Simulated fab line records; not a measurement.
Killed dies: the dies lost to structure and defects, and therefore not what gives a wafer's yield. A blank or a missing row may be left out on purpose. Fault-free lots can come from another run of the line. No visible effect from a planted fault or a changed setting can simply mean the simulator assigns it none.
Which tool did it? -- flow sky130 -- 39 wafers from 13 lots sampled at 4 of the route's 708 steps

## WHAT THE GAUGES READ, wafer by wafer
SKY_VT_ADJUST_LVTN_TW_MEAS_10. Usual: for VT_ADJUST_LVTN_TW the level is 241.0 and the standard deviation is 2.8.
lot,measured,on,VT_ADJUST_LVTN_TW,flag
L542,day 7 00:59,film metro-03,240.5 238.7 239.4,
L545,day 7 18:08,film metro-03,238.2 238.1 237.7,
L546,day 7 21:47,film metro-03,238.7 239.2 239.6,
L547,day 8 08:29,film metro-03,239.8 239.3 240.2,
L548,day 8 14:48,film metro-03,239.2 238.0 239.9,
L549,day 8 19:29,film metro-04,242.1 241.3 243.0,
L550,day 9 03:37,film metro-02,237.7 236.7 237.8,
L551,day 9 12:18,film metro-04,244.5 243.3 244.2,
L552,day 9 14:38,film metro-03,237.9 238.8 237.6,
L554,day 10 06:20,film metro-04,244.3 243.5 243.6,
L559,day 11 14:38,film metro-02,276.3 277.9 278.2 276.5 276.8 276.8,OFF
L560,day 11 21:51,film metro-02,240.0 238.1 238.2,
L563,day 13 02:17,film metro-03,276.1 276.9 276.2 276.5 276.7 275.3,OFF

SKY_LOCAL_INTERCONNECT_THK_MEAS_02: measures by xrf. Usual: for LOCAL_INTERCONNECT_TIN_THK the level is 100.3 nm and the standard deviation is 1.6.
lot,measured,on,LOCAL_INTERCONNECT_TIN_THK (nm),flag
L542,day 29 07:26,film metro-04,101.0 101.1 100.5,
L545,day 30 13:02,film metro-03,101.7 100.7 101.5,
L546,day 30 16:00,film metro-03,96.4 98.5 96.6,
L547,day 31 03:16,film metro-03,97.4 97.9 98.7,
L548,day 31 16:50,film metro-04,100.2 101.1 101.1,
L549,day 32 04:38,film metro-02,99.5 101.3 99.6,
L550,day 32 06:23,film metro-03,99.9 101.5 99.9,
L551,day 32 10:49,film metro-03,100.5 101.3 100.5,
L552,day 32 16:58,film metro-04,99.9 101.5 98.9,
L554,day 33 09:26,film metro-04,101.9 101.0 101.5,
L559,day 35 01:35,film metro-02,98.5 97.9 98.0,
L560,day 35 02:49,film metro-03,99.9 101.3 99.6,
L563,day 36 07:59,film metro-02,102.8 101.7 102.8,

SKY_CONTACT_RS_MEAS_25: the measuring method here is four-point-probe. Usual: for CONTACT_W_RS the level is 0.339 ohm/sq and the standard deviation is 0.0053.
lot,measured,on,CONTACT_W_RS (ohm/sq),flag
L542,day 31 18:35,film metro-01,0.332 0.336 0.335,
L545,day 32 23:16,film metro-01,0.348 0.339 0.344,
L546,day 33 00:36,film metro-01,0.337 0.339 0.339,
L547,day 33 11:37,film metro-04,0.336 0.338 0.342,
L548,day 34 00:27,film metro-02,0.332 0.335 0.337,
L549,day 34 11:20,film metro-01,0.341 0.330 0.343,
L550,day 34 13:10,film metro-04,0.337 0.336 0.335,
L551,day 34 18:42,film metro-02,0.336 0.343 0.332,
L552,day 35 00:58,film metro-04,0.338 0.341 0.343,
L554,day 35 16:47,film metro-01,0.349 0.337 0.337,
L559,day 37 07:21,film metro-04,0.340 0.343 0.337,
L560,day 37 10:19,film metro-01,0.337 0.349 0.348,
L563,day 38 14:44,film metro-04,0.342 0.343 0.342,

## TOOL THAT RAN EACH LOT (tool first, then ch and the chambers of the sampled wafers, then the start)
lot,SKY_VT_ADJUST_LVTN_IMPLANT_08
L542,"implanter-01 ch 0, day 7 00:44"
L545,"implanter-03 ch 0, day 7 17:54"
L546,"implanter-01 ch 0, day 7 21:32"
L547,"implanter-04 ch 0, day 8 08:14"
L548,"implanter-04 ch 0, day 8 14:34"
L549,"implanter-01 ch 0, day 8 19:14"
L550,"implanter-01 ch 0, day 9 03:24"
L551,"implanter-03 ch 0, day 9 12:04"
L552,"implanter-03 ch 0, day 9 14:23"
L554,"implanter-01 ch 0, day 10 06:06"
L559,"implanter-01 ch 0, day 11 14:23"
L560,"implanter-04 ch 0, day 11 21:38"
L563,"implanter-01 ch 0, day 13 02:02"
- SKY_VT_ADJUST_LVTN_IMPLANT_08

## WHAT THE TOOLS THEMSELVES READ (means of the sampled wafers that have a number; where no wafer has one, the mark that the record gives instead)
SKY_VT_ADJUST_LVTN_IMPLANT_08. Usual: dose ions cm2 1.5704e+12, standard deviation 1.9e+09; faraday current uA 8.86, standard deviation 0.18.
lot,tool,dose ions cm2,faraday current uA,flag
L542,implanter-01,1.5712e+12,9.03,
L545,implanter-03,1.5718e+12,8.67,
L546,implanter-01,1.5717e+12,8.97,
L547,implanter-04,1.5720e+12,8.69,
L548,implanter-04,1.5708e+12,8.89,
L549,implanter-01,1.5711e+12,9.03,
L550,implanter-01,1.5694e+12,8.95,
L551,implanter-03,1.5716e+12,8.94,
L552,implanter-03,1.5683e+12,8.94,
L554,implanter-01,1.5699e+12,8.83,
L559,implanter-01,2.5801e+12,14.76,OFF
L560,implanter-04,1.5704e+12,8.95,
L563,implanter-01,2.5823e+12,14.54,OFF

## THE ANSWER, worked out from the rows above alone
Rule: a lot is off if the mean of its wafers that have a number lies more than 3 standard deviations from the usual mean. A lot without any number at a reading at which 4 lots or more have one is off too. All remaining lots with rows at the step are treated as sound. After the gauges, taken in route order, come the tools' own readings; for these a lot's mean is taken, as printed above. At the first step where some lot is off, the reading lying furthest off is the one used; lots without a number count as furthest.
Off: L559, L563, seen at SKY_VT_ADJUST_LVTN_TW_MEAS_10 (VT_ADJUST_LVTN_TW).
If a tool, at a process step before that reading, ran all the lots that are off and no sound lot after the first of them, it fits. Not tried: the gauges at SKY_VT_ADJUST_LVTN_TW_MEAS_10; whatever is off there is also off at SKY_VT_ADJUST_LVTN_IMPLANT_08, on other tools, and gauge error can't account for it. One fits: SKY_VT_ADJUST_LVTN_IMPLANT_08 on implanter-01. Its last sound lot is L554 (day 10 06:06), its first lot that is off L559 (day 11 14:23): a fault that began between those two fits.
The tool's own readings at SKY_VT_ADJUST_LVTN_IMPLANT_08 bear it out: on the lots that are off they differ by more than 5 times the standard deviation of the sound lots' means. dose ions cm2 reads 2.5812e+12 there against 1.5707e+12 on the sound lots; faraday current uA reads 14.65 there against 8.90 on the sound lots.

## WHAT THE SIMULATOR HAD PUT IN
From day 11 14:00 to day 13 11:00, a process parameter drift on implanter-01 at SKY_VT_ADJUST_LVTN_IMPLANT_08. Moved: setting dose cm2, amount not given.
Lots struck among those shown: L559, L563. This agrees with what the rule above found.
